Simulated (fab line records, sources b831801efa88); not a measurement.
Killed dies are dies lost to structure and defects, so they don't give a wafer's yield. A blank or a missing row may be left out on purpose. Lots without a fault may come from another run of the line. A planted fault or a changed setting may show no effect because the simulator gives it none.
A struck lot beside a sound one | flow sfq_line | 14 steps out of a route of 325
Sound: wafers L252.2, L252.3, L252.4. Struck: wafers L258.1, L258.2, L258.5. The cause comes at the end.
At each step with rows: each side's tool, then ch and its chambers, then its first start. Under that, the readings that differ: sound wafers | struck wafers | difference of the means | sigmas: that difference in standard deviations of wafers without a fault.
alike: readings whose means differ by less than 2 such deviations, and words and numbers that are the same on both sides. not compared: withheld readings, readings that some wafer has no value for, bounds like >300 that may hide the same value, and numbers for which the record gives no deviation and whose values overlap.
The two part at a step that has a row with sigmas, a row that says differs or no value, or rows on one side only. Numbers that don't overlap but have no deviation are shown without sigmas and don't part them. A reading that every wafer of one side lacks parts them only if that side has two wafers or more.

first, 4 steps without rows for these wafers: SFQ_TRILAYER_M3_LITHO_SOFTBAKE_079; SFQ_TRILAYER_M3_LITHO_EXPOSE_076 (exposes mask M3, target cd 500 nm); SFQ_TRILAYER_M3_LITHO_PEB_078 (peb time 60 s); SFQ_TRILAYER_M3_LITHO_DEVELOP_077 (time 60 s).
SFQ_M3_OVL_MEAS_921:
  sound on overlay-02, day 43 16:56; struck on overlay-02, day 46 03:23
  alike: M3_OVL
SFQ_TRILAYER_M3_BARC_OPEN_METAL_ETCH_100: etches BARC in O2, target depth 125 nm, time 41.7 s.
  sound on rie_metal-04 ch 0,1, day 43 16:58; struck on rie_metal-02 ch 0,1, day 46 03:25
  alike: bias_w, drypump_motor_current_A, oes_product_au
  not compared: rf_hours_counter_h
SFQ_TRILAYER_M3_ETCH_METAL_ETCH_078: etches Nb in Cl2/Ar, stops on SiO2, target depth 240 nm, time 120 s.
  sound on rie_metal-04 ch 0,1, day 43 17:02; struck on rie_metal-02 ch 0,1, day 46 03:29
  alike: bias_w, drypump_motor_current_A, oes_product_au
  not compared: rf_hours_counter_h
SFQ_TRILAYER_M3_STRIP_STRIP_079: strips in O2.
  sound on rie_metal-04 ch 0,1, day 43 17:10; struck on rie_metal-02 ch 0,1, day 46 03:37
  alike: drypump_motor_current_A, oes_product_au, platen_temp_c
  not compared: rf_hours_counter_h
then, 1 step without rows for these wafers: SFQ_TRILAYER_M3_STRIP_SOLV_CLEAN_080 (cleans in NMP, time 600 s).
SFQ_TRILAYER_I3_DEP_PECVD_081: deposits SiO2 from SiH4/N2O, time 111.11 s, target thk 500 nm.
  sound on pecvd-04 ch 0,1,2, day 43 17:56; struck on pecvd-03 ch 0,1,2, day 46 04:23
  alike: heater_power_w, throttle_valve_pct
SFQ_TRILAYER_I3_CMP_CMP_082: polishes SiO2.
  sound on cmp-02 ch 0,2,3, day 43 19:19; struck on cmp-02 ch 0,2, day 46 08:50
  alike: motor_current_A, slurry_filter_dp_kPa, time_to_endpoint_s
SFQ_I3_BOW_MEAS_922:
  sound on film_metro-02, day 43 21:50; struck on film_metro-02, day 46 11:50
  alike: I3_BOW
SFQ_TRILAYER_I3_METRO_MEASURE_083:
  sound on film_metro-02, day 43 22:08; struck on film_metro-02, day 46 11:57
  reading     | sound             | struck            | difference | sigmas
  thk_nm (nm) | 199.9 198.7 198.4 | 202.8 203.4 203.4 | +4.2       | +4
then, 1 step without rows for these wafers: SFQ_TRILAYER_I3_VIA_LITHO_COAT_090 (resist thk 62 nm).

WHERE THEY PART
Only at SFQ_TRILAYER_I3_METRO_MEASURE_083, within this record.

WHY: what the simulator had put in
Metrology matching offset: film_metro-02, from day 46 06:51 on, at SFQ_TRILAYER_I3_METRO_MEASURE_083. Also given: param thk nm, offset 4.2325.
